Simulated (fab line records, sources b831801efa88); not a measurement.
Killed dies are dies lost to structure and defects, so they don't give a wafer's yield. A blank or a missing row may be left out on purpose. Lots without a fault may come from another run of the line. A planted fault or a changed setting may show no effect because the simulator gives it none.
Which tool did it? | flow gf180mcu | 24 lots, 72 wafers sampled, at 4 steps of a route of 602

WHAT THE GAUGES READ, wafer by wafer
GF_V1_OVL_MEAS_15. Usual: V1_OVL 3 nm, standard deviation 4.7.
lot  | measured     | on         | V1_OVL (nm) | flag
L074 | day 18 05:56 | overlay-02 | 6 6 2       |
L075 | day 18 17:03 | overlay-02 | -6 -7 3     |
L076 | day 18 18:43 | overlay-02 | 0 2 5       |
L077 | day 19 04:24 | overlay-01 | -3 1 -4     |
L078 | day 19 16:46 | overlay-01 | 9 6 -1      |
L079 | day 20 03:46 | overlay-02 | 2 4 0       |
L080 | day 20 12:31 | overlay-02 | 3 -3 0      |
L081 | day 20 19:04 | overlay-02 | 4 3 0       |
L082 | day 21 08:02 | overlay-02 | 13 10 11    |
L083 | day 21 13:55 | overlay-02 | 16 5 7      |
L084 | day 21 22:39 | overlay-02 | 11 9 7      |
L085 | day 22 03:11 | overlay-01 | -3 -2 1     |
L086 | day 22 17:11 | overlay-02 | 5 8 1       |
L087 | day 22 19:09 | overlay-01 | -4 12 4     |
L088 | day 23 16:10 | overlay-01 | 8 1 4       |
L089 | day 23 17:38 | overlay-02 | 2 1 3       |
L090 | day 24 01:21 | overlay-02 | 10 8 7      |
L091 | day 24 05:06 | overlay-02 | 12 8 9      |
L092 | day 24 10:52 | overlay-01 | 1 -8 4      |
L093 | day 24 20:25 | overlay-02 | 0 3 1       |
L094 | day 25 06:28 | overlay-01 | 1 -1 -2     |
L095 | day 25 12:42 | overlay-02 | -2 -2 2     |
L096 | day 25 15:49 | overlay-02 | 2 1 -3      |
L097 | day 26 00:43 | overlay-01 | -1 0 -3     |

GF_V3_RS_MEAS_24: measures by four-point-probe. Usual: V3_W_RS 0.326 ohm/sq, standard deviation 0.0032.
lot  | measured     | on            | V3_W_RS (ohm/sq)  | flag
L074 | day 22 11:39 | film_metro-03 | 0.323 0.326 0.320 |
L075 | day 22 22:55 | film_metro-02 | 0.324 0.324 0.326 |
L076 | day 23 00:15 | film_metro-02 | 0.320 0.319 0.326 |
L077 | day 23 09:23 | film_metro-04 | 0.323 0.329 0.323 |
L078 | day 23 20:00 | film_metro-04 | 0.324 0.325 0.328 |
L079 | day 24 07:29 | film_metro-04 | 0.325 0.327 0.325 |
L080 | day 24 16:03 | film_metro-02 | 0.329 0.321 0.319 |
L081 | day 24 21:05 | film_metro-03 | 0.327 0.329 0.329 |
L082 | day 25 09:51 | film_metro-04 | 0.331 0.330 0.326 |
L083 | day 25 15:04 | film_metro-02 | 0.330 0.329 0.332 |
L084 | day 25 23:16 | film_metro-04 | 0.323 0.329 0.327 |
L085 | day 26 02:47 | film_metro-03 | 0.327 0.324 0.324 |
L086 | day 26 16:19 | film_metro-04 | 0.327 0.331 0.328 |
L087 | day 26 17:56 | film_metro-04 | 0.332 0.328 0.330 |
L088 | day 27 13:44 | film_metro-03 | 0.325 0.328 0.331 |
L089 | day 27 17:49 | film_metro-02 | 0.328 0.330 0.326 |
L090 | day 27 22:05 | film_metro-04 | 0.323 0.328 0.326 |
L091 | day 28 00:27 | film_metro-02 | 0.330 0.328 0.321 |
L092 | day 28 06:05 | film_metro-03 | 0.327 0.323 0.326 |
L093 | day 28 14:23 | film_metro-02 | 0.324 0.330 0.325 |
L094 | day 28 22:48 | film_metro-02 | 0.329 0.323 0.323 |
L095 | day 29 04:31 | film_metro-03 | 0.328 0.332 0.327 |
L096 | day 29 07:56 | film_metro-04 | 0.327 0.324 0.325 |
L097 | day 29 14:11 | film_metro-04 | 0.318 0.328 0.323 |

WHICH TOOL RAN EACH LOT (tool, then ch and the chambers of the sampled wafers, then the start)
lot  | GF_CONTACT_STRIP_18                  | GF_M2_SPUTTER_02
L074 | plasma_asher-02 ch 0,1, day 16 06:51 | pvd_sputter-02, day 18 07:33
L075 | plasma_asher-01 ch 0,1, day 16 16:35 | pvd_sputter-02, day 18 18:34
L076 | plasma_asher-01 ch 0,1, day 16 17:38 | pvd_sputter-02, day 18 20:14
L077 | plasma_asher-01 ch 0,1, day 17 02:55 | pvd_sputter-02, day 19 05:56
L078 | plasma_asher-03 ch 0,1, day 17 13:45 | pvd_sputter-04, day 19 18:17
L079 | plasma_asher-01 ch 1, day 18 01:46   | pvd_sputter-04, day 20 05:17
L080 | plasma_asher-03 ch 0,1, day 18 10:30 | pvd_sputter-02, day 20 14:02
L081 | plasma_asher-01 ch 0,1, day 18 16:53 | pvd_sputter-02, day 20 20:35
L082 | plasma_asher-02 ch 0,1, day 19 05:54 | pvd_sputter-02, day 21 09:34
L083 | plasma_asher-02 ch 0,1, day 19 12:28 | pvd_sputter-04, day 21 15:31
L084 | plasma_asher-01 ch 0,1, day 19 21:03 | pvd_sputter-04, day 22 00:17
L085 | plasma_asher-01 ch 0,1, day 20 01:17 | pvd_sputter-04, day 22 05:08
L086 | plasma_asher-03 ch 0,1, day 20 14:36 | pvd_sputter-02, day 22 18:49
L087 | plasma_asher-01 ch 0,1, day 20 17:54 | pvd_sputter-02, day 22 20:47
L088 | plasma_asher-02 ch 0,1, day 21 15:09 | pvd_sputter-04, day 23 17:47
L089 | plasma_asher-02 ch 0,1, day 21 16:42 | pvd_sputter-01, day 23 19:24
L090 | plasma_asher-03 ch 0, day 22 01:36   | pvd_sputter-01, day 24 03:26
L091 | plasma_asher-01 ch 0,1, day 22 05:44 | pvd_sputter-01, day 24 07:05
L092 | plasma_asher-01 ch 0,1, day 22 10:54 | pvd_sputter-01, day 24 12:36
L093 | plasma_asher-01 ch 0, day 22 20:08   | pvd_sputter-01, day 24 22:33
L094 | plasma_asher-02 ch 0,1, day 23 07:57 | pvd_sputter-01, day 25 08:19
L095 | plasma_asher-01 ch 1, day 23 12:21   | pvd_sputter-01, day 25 14:14
L096 | plasma_asher-02 ch 0,1, day 23 18:09 | pvd_sputter-01, day 25 17:20
L097 | plasma_asher-03 ch 0,1, day 24 03:09 | pvd_sputter-02, day 26 02:16
- GF_CONTACT_STRIP_18: strips in O2/N2.
- GF_M2_SPUTTER_02: material AlCu, target thk 450 nm, time 23.9 s.

WHAT THE TOOLS THEMSELVES READ (means of the sampled wafers that have a number; where no wafer has one, the mark that the record gives instead)
GF_CONTACT_STRIP_18. Usual: drypump_motor_current_A 5.6 A, standard deviation 0.4; heater_power_w 319 W, standard deviation 27; oes_product_au 0.580 a.u., standard deviation 0.0049.
lot  | tool            | drypump_motor_current_A (A) | heater_power_w (W) | oes_product_au (a.u.) | flag
L074 | plasma_asher-02 | 5.7                         | 298                | 0.580                 |
L075 | plasma_asher-01 | 5.4                         | 334                | 0.584                 |
L076 | plasma_asher-01 | 5.4                         | 330                | 0.582                 |
L077 | plasma_asher-01 | 5.6                         | 349                | 0.579                 |
L078 | plasma_asher-03 | 6.0                         | 301                | 0.580                 |
L079 | plasma_asher-01 | 5.7                         | 355                | 0.576                 |
L080 | plasma_asher-03 | 5.8                         | 296                | 0.581                 |
L081 | plasma_asher-01 | 5.4                         | 335                | 0.581                 |
L082 | plasma_asher-02 | 5.3                         | 300                | 0.574                 |
L083 | plasma_asher-02 | 5.7                         | 306                | 0.581                 |
L084 | plasma_asher-01 | 5.4                         | 334                | 0.581                 |
L085 | plasma_asher-01 | 5.4                         | 330                | 0.580                 |
L086 | plasma_asher-03 | 5.8                         | 292                | 0.577                 |
L087 | plasma_asher-01 | 5.5                         | 348                | 0.578                 |
L088 | plasma_asher-02 | 5.7                         | 301                | 0.575                 |
L089 | plasma_asher-02 | 5.7                         | 305                | 0.576                 |
L090 | plasma_asher-03 | 5.6                         | 289                | 0.578                 |
L091 | plasma_asher-01 | 5.4                         | 341                | 0.585                 |
L092 | plasma_asher-01 | 5.4                         | 332                | 0.578                 |
L093 | plasma_asher-01 | 5.3                         | 319                | 0.578                 |
L094 | plasma_asher-02 | 5.7                         | 308                | 0.577                 |
L095 | plasma_asher-01 | 5.7                         | 359                | 0.581                 |
L096 | plasma_asher-02 | 5.3                         | 300                | 0.582                 |
L097 | plasma_asher-03 | 5.8                         | 294                | 0.573                 |

GF_M2_SPUTTER_02. Usual: throttle_valve_pct 30.4 %, standard deviation 0.91.
lot  | tool           | throttle_valve_pct (%) | flag
L074 | pvd_sputter-02 | 30.7                   |
L075 | pvd_sputter-02 | 30.7                   |
L076 | pvd_sputter-02 | 30.4                   |
L077 | pvd_sputter-02 | 30.7                   |
L078 | pvd_sputter-04 | 31.0                   |
L079 | pvd_sputter-04 | 31.4                   |
L080 | pvd_sputter-02 | 30.0                   |
L081 | pvd_sputter-02 | 30.4                   |
L082 | pvd_sputter-02 | 30.7                   |
L083 | pvd_sputter-04 | 31.5                   |
L084 | pvd_sputter-04 | 31.3                   |
L085 | pvd_sputter-04 | 31.0                   |
L086 | pvd_sputter-02 | 30.9                   |
L087 | pvd_sputter-02 | 30.6                   |
L088 | pvd_sputter-04 | 30.8                   |
L089 | pvd_sputter-01 | 29.4                   |
L090 | pvd_sputter-01 | 29.2                   |
L091 | pvd_sputter-01 | 30.4                   |
L092 | pvd_sputter-01 | 30.6                   |
L093 | pvd_sputter-01 | 29.4                   |
L094 | pvd_sputter-01 | 29.8                   |
L095 | pvd_sputter-01 | 30.2                   |
L096 | pvd_sputter-01 | 29.5                   |
L097 | pvd_sputter-02 | 30.4                   |

THE ANSWER, worked out from the rows above alone
Rule: a lot is off if the mean of its wafers that have a number lies more than 3 standard deviations from the usual mean. A lot without any number at a reading at which 4 lots or more have one is off too. The other lots that the step has rows for count as sound. The gauges are gone through in route order, then the tools' own readings, and for those a lot's mean is taken as printed above. The first step at which some lot is off is used, and at that step the reading that is off furthest; a lot without a number counts as furthest.
No lot is off at any reading shown: from this, nothing can be told.

WHAT THE SIMULATOR HAD PUT IN
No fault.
